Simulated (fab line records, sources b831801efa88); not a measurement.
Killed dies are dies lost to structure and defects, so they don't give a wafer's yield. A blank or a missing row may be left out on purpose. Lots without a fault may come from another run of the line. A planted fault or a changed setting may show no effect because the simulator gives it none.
Chamber matching | flow gf180mcu | GF_V1_CVD_02 on pecvd-02: 3 sister chambers
The step deposits SiO2 from TEOS, target thk 850 nm, time 94.851 s. 6 wafers are shown with their chamber, then 9 later ones without.

WAFERS WITH THEIR CHAMBER
wafer  | chamber | heater_power_w (W) | rf_fwd_power_W (W)
L086.3 | 0       | 545                | 596.1
L087.4 | 1       | 619                | 598.6
L087.5 | 0       | 548                | 594.7
L088.1 | 2       | 752                | 596.4
L088.3 | 1       | 621                | 599.2
L088.4 | 2       | 807                | 594.6

WAFERS WITHOUT THEIR CHAMBER
wafer  | heater_power_w (W) | rf_fwd_power_W (W)
L092.2 | 703                | 598.8
L092.3 | 511                | 593.2
L092.4 | 538                | 593.5
L093.1 | 649                | 597.0
L093.3 | 842                | 599.9
L093.5 | 674                | 598.1
L094.1 | 520                | 594.3
L094.4 | 531                | 596.1
L094.5 | 559                | 593.2

WHICH CHAMBER EACH WENT THROUGH
wafer  | from the rows above     | in truth
L092.2 | can't be placed: 1 or 2 | 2
L092.3 | 0                       | 0
L092.4 | 0                       | 0
L093.1 | 1                       | 1
L093.3 | 2                       | 2
L093.5 | 1                       | 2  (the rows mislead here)
L094.1 | 0                       | 0
L094.4 | 0                       | 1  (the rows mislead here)
L094.5 | 0                       | 0
Placed correctly: 6 of 9. Can't be placed from these rows: 1 (the true chamber is among the candidates in 1). Placed wrongly: 2.
How it was worked out, from the rows above alone: a wafer's distance from a chamber is the root of the sum, over the readings, of the square of ((its reading less the chamber's mean) divided by the reading's scatter). The wafer belongs to the nearest chamber; if the next one is less than 2 further off, it can't be placed. A chamber's mean is the mean of its shown wafers. The scatter: the root of (the sum of the squares of (reading less its chamber's mean) over the shown wafers, divided by (wafers less chambers)).
